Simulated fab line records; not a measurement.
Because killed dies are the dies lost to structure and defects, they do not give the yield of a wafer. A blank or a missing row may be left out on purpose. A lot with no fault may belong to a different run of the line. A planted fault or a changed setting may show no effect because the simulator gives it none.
8D (eight disciplines) problem report, filled in by code | flow sfqLine | the parts of the form that need people (team, actions taken, sign-off) are left out

## 1. PROBLEM STATEMENT
Wafers without a fault read 0.844 a.u., standard deviation 0.0083; oesProductAu at SFQ_TRILAYER_L0_VIA_ETCH_VIA_ETCH_016 reads a mean of 0.994 a.u. on 6 wafers belonging to 2 lots. That puts it +18 standard deviations away from the usual mean.
The step: etches SiO2 in CHF3, stops on MoNx KI, target depth 80 nm.
First seen on wafer L483.2, day 10 09:27, on rieDiel-03. The record has a number at this step for 42 wafers belonging to 14 lots. By rule, "out" or "out of limits" means more than 4 standard deviations away from the usual mean. All remaining wafers that have a number are taken as sound.

## 2. WHAT IT IS; WHAT IT IS NOT
question                    | is                     | is not
which readings at this step | oesProductAu           | biasW, rfFwdPowerW
which lots                  | L483, L485             | L464, L466, L467, L468, L469, L473, L474, L475, L478, L479, L480, L486
which wafers of those lots  | all that have a number | -
read on which tools         | rieDiel-02, rieDiel-03 | rieDiel-04
when                        | from day 10 09:27      | up to then (33 sound wafers); but 3 sound wafers of L486 came after

## 3. THE SUSPECTS, EACH WITH WHAT RULES IT OUT
Counting: a tool stays on the suspect list if, at a process step up to the reading, it processed all lots that are out and no sound lot following the first of them.
- pecvd-03 at SFQ_TRILAYER_L0_CAP_PECVD_011 (deposits SiO2 from SiH4/N2O, time 13.333 s, target thk 60 nm): kept. All lots that are out passed through it, beginning with L483 at day 8 00:11, and no sound lot followed; its final sound lot before that point was L474 at day 5 22:56.
Left after counting: pecvd-03 at SFQ_TRILAYER_L0_CAP_PECVD_011.

## 4. THE CAUSE (what the simulator had put in)
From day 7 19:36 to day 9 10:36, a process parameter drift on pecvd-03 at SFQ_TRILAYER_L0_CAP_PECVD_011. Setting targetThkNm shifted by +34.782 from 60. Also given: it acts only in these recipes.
Only this tool survived the counting.

## 5. SEQUENCE OF EFFECTS, ordered by route
Rows list readings where the struck wafers' mean (over those with a number) sits beyond 3 standard deviations from the usual. Readings are gone through only where the record gives a usual standard deviation; hours: the median, over the lots, of the time from a lot's start at the first step in this table giving one to that lot's start at this step; sigmas: the change measured in usual standard deviations.
hours | step                                  | reading      | usual      | on struck wafers | change | sigmas
0     | SFQ_TRILAYER_L0_VIA_ETCH_VIA_ETCH_016 | oesProductAu | 0.844 a.u. | 0.994            | +0.150 | +18
Here are the process steps it includes:
- SFQ_TRILAYER_L0_VIA_ETCH_VIA_ETCH_016: etches SiO2 in CHF3, stops on MoNx KI, target depth 80 nm.

## 6. WHAT WOULD HAVE CAUGHT IT SOONER
First out-of-limits reading in this record: day 10 09:27, which is 62 hours after fault onset at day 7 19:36.
Tool readings at SFQ_TRILAYER_L0_CAP_PECVD_011 with a usual standard deviation given in the record: none out on any struck wafer, hence no alarm at a limit of 4 standard deviations on them.
Each of the lots that are out, 2 in all, had begun SFQ_TRILAYER_L0_CAP_PECVD_011 on pecvd-03 no later than day 10 09:27. Had the tool been put on hold then, not one of them would have been saved.
